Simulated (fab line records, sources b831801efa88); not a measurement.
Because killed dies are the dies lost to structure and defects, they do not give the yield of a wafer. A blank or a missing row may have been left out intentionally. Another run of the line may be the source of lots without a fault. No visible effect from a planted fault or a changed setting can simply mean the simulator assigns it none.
Chamber matching + flow sky130 + rie-diel-03 running SKY_VIA2_ETCH_15: 4 sister chambers
The step etches SiO2 in C4F8/O2/Ar, stops on TiN, target depth 546 nm, time 84 s. 4 wafers are shown with their chamber, then 8 later ones without.

## WAFERS PAIRED WITH THEIR CHAMBERS
| wafer  | chamber | chamber-pressure-mTorr (mTorr) |
|--------|---------|--------------------------------|
| L075.1 | 2       | 40.06                          |
| L083.2 | 1       | 40.00                          |
| L088.3 | 0       | 39.97                          |
| L090.2 | 3       | 40.02                          |

## WAFERS WHOSE CHAMBER IS MISSING
| wafer  | chamber-pressure-mTorr (mTorr) |
|--------|--------------------------------|
| L090.4 | 40.00                          |
| L090.5 | 40.02                          |
| L093.1 | 39.96                          |
| L093.2 | 40.04                          |
| L093.3 | 40.02                          |
| L097.2 | 39.98                          |
| L097.4 | 40.02                          |
| L097.5 | 39.99                          |

## CHAMBER TAKEN BY EACH
| wafer  | from the rows above     | in truth                   |
|--------|-------------------------|----------------------------|
| L090.4 | 1                       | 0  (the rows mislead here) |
| L090.5 | 3                       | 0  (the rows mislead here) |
| L093.1 | 0                       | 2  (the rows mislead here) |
| L093.2 | can't be placed: 3 or 2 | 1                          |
| L093.3 | 3                       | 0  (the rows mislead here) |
| L097.2 | can't be placed: 0 or 1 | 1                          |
| L097.4 | 3                       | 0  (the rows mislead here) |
| L097.5 | can't be placed: 1 or 0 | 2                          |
Correctly placed: 0 of 8. From these rows, 3 cannot be placed; in 1 the true chamber is one of the candidates. 5 placed wrongly.
How it was worked out, from the rows above alone: a wafer's distance from a chamber is the root of the sum, over the readings, of the square of ((its reading less the chamber's mean) divided by the reading's scatter). If the next closest chamber is less than 2 further off than the closest, the wafer can't be placed; otherwise it belongs to the closest. A chamber's mean is the mean of its shown wafers. The scatter: root of mean squared gap, hidden wafer to nearest shown wafer, with one shown wafer a chamber.
